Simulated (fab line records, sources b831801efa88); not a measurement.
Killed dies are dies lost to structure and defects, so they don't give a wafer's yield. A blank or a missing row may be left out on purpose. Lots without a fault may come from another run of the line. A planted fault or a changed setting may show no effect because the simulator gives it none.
Which tool did it? | flow gf180mcu | 12 lots, 36 wafers sampled, at 1 step of a route of 602

WHAT THE GAUGES READ, wafer by wafer
GF_STI_CD_MEAS_12: target cd 220 nm.
lot  | measured    | on        | cd_nm (nm)
L075 | day 2 06:20 | cd_sem-02 | 221.4 220.8 220.6
L077 | day 2 16:53 | cd_sem-01 | 218.9 218.7 219.3
L079 | day 3 04:01 | cd_sem-02 | 218.5 219.4 219.2
L081 | day 3 14:41 | cd_sem-01 | 220.8 220.4 219.7
L083 | day 4 00:13 | cd_sem-02 | 217.7 218.4 217.9
L085 | day 4 10:24 | cd_sem-02 | 218.4 219.0 219.8
L087 | day 4 20:08 | cd_sem-02 | 222.4 222.7 222.5
L089 | day 5 06:29 | cd_sem-02 | 220.1 218.8 218.5
L091 | day 5 16:55 | cd_sem-02 | 220.2 219.0 220.0
L093 | day 6 07:10 | cd_sem-01 | 222.0 222.1 222.1
L095 | day 6 16:17 | cd_sem-01 | 222.2 222.4 221.4
L097 | day 7 00:13 | cd_sem-01 | 219.7 219.0 220.4

WHICH TOOL RAN EACH LOT (tool, then ch and the chambers of the sampled wafers, then the start)
The record holds no process step before these readings.

THE ANSWER, worked out from the rows above alone
Rule: what is usual is taken from the lots themselves. Put in order of their means at a reading, lots are off if they are a third of the lots or fewer, leave a main group of 4 or more, and stand apart from it by a gap of 3 or more times the standard deviation of the main group's means; of several such gaps the widest counts. A main group whose means are all the same, to the digits that the tables above print for the reading, isn't used. A lot without any number at a reading at which 4 lots or more have one is off too. The other lots that the step has rows for count as sound.
No lot is off at any reading shown: from this, nothing can be told.

WHAT THE SIMULATOR HAD PUT IN
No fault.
